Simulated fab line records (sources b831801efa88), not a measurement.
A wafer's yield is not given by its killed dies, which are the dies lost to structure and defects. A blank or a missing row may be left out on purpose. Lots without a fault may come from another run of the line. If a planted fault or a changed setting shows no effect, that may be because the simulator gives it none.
Check of tool commonality    flow sky130    Lots sampled 12, wafers sampled 42

## THE REASON FOR OPENING IT
At SKY_SONOS_ONO_THK_MEAS_05 the reading SONOS_ONO_CVD_04_THK is flagged on 2 of 12 lots. No-fault wafers: 5.62 nm, standard deviation 0.11.
Rule: a lot is flagged in two cases, either no wafer of it has a number, or all its wafers with numbers fall more than 4 standard deviations from that mean. As for the other lots, they are considered sound.

lot   measured      on             SONOS_ONO_CVD_04_THK (nm), wafer by wafer  flag
L576  day 11 16:09  film metro-02  5.71 5.71 5.80                             
L577  day 12 04:47  film metro-01  5.69 5.73 5.63                             
L579  day 13 02:52  film metro-02  5.72 5.63 5.61                             
L578  day 13 05:17  film metro-02  5.58 5.66 5.70                             
L580  day 13 14:45  film metro-03  5.74 5.82 5.66                             
L582  day 13 20:38  film metro-02  5.54 5.53 5.53                             
L586  day 15 13:16  film metro-03  5.67 5.52 5.59                             
L587  day 15 21:27  film metro-02  5.50 5.55 5.56                             
L589  day 16 18:41  film metro-03  5.68 5.71 5.62                             
L590  day 17 01:25  film metro-01  4.93 5.11 5.17 5.00 5.07 5.12              FLAGGED
L591  day 17 09:26  film metro-02  5.04 5.09 5.01 4.99 5.09 5.01              FLAGGED
L599  day 20 10:58  film metro-02  5.63 5.65 5.62                             
On average the flagged lots' numbers are 5.05 nm, which is -0.57 nm against the usual, or -5 standard deviations.

## WHICH TOOL RAN EACH LOT
The record holds 1 process step before the reading, out of a route of 708 steps. Each cell gives the tool, then ch followed by the chambers the sampled wafers passed through, then the start.
lot   flag     SKY_SONOS_ONO_CVD_04
L576           lpcvd-03 ch 0, day 11 14:54
L577           lpcvd-03 ch 0, day 12 03:32
L579           lpcvd-03 ch 1, day 13 01:35
L578           lpcvd-03 ch 0, day 13 04:00
L580           lpcvd-03 ch 0, day 13 13:30
L582           lpcvd-03 ch 0, day 13 19:23
L586           lpcvd-03 ch 1, day 15 11:22
L587           lpcvd-03 ch 0, day 15 20:11
L589           lpcvd-03 ch 0, day 16 17:26
L590  FLAGGED  lpcvd-03 ch 1, day 17 00:09
L591  FLAGGED  lpcvd-03 ch 1, day 17 08:10
L599           lpcvd-03 ch 1, day 20 09:41
What the steps here do:
- SKY_SONOS_ONO_CVD_04: deposits SiO2 from SiH4/N2O, target thk 5.7199 nm.
- SKY_SONOS_ONO_THK_MEAS_05

## FLAGGED OVER TOTAL, TOOL BY TOOL (the gauges that took the reading come last)
step                       tool           lots run  flagged  share of the flagged lots  sound lots run after its first flagged lot
SKY_SONOS_ONO_CVD_04       lpcvd-03       12        2        all                        1 (L599)
SKY_SONOS_ONO_THK_MEAS_05  film metro-01  2         1        some                       0
SKY_SONOS_ONO_THK_MEAS_05  film metro-02  7         1        some                       1 (L599)
SKY_SONOS_ONO_THK_MEAS_05  film metro-03  3         0        none                       -

## WHAT THE TABLE ALLOWS
In the table, 1 row covers all flagged lots: lpcvd-03 at SKY_SONOS_ONO_CVD_04.
- lpcvd-03 at SKY_SONOS_ONO_CVD_04 ran 12 lots, 2 of them flagged. Sound lots followed the first flagged one (L599) on it, something a lasting fault affecting the whole tool could not allow. Its own readings (pressure mtorr) fall more than 4 standard deviations out on all wafers of the flagged lots.
Not one row of the table ran every flagged lot while running no sound lot after the first.

## WHAT THE SIMULATOR HAD INSERTED
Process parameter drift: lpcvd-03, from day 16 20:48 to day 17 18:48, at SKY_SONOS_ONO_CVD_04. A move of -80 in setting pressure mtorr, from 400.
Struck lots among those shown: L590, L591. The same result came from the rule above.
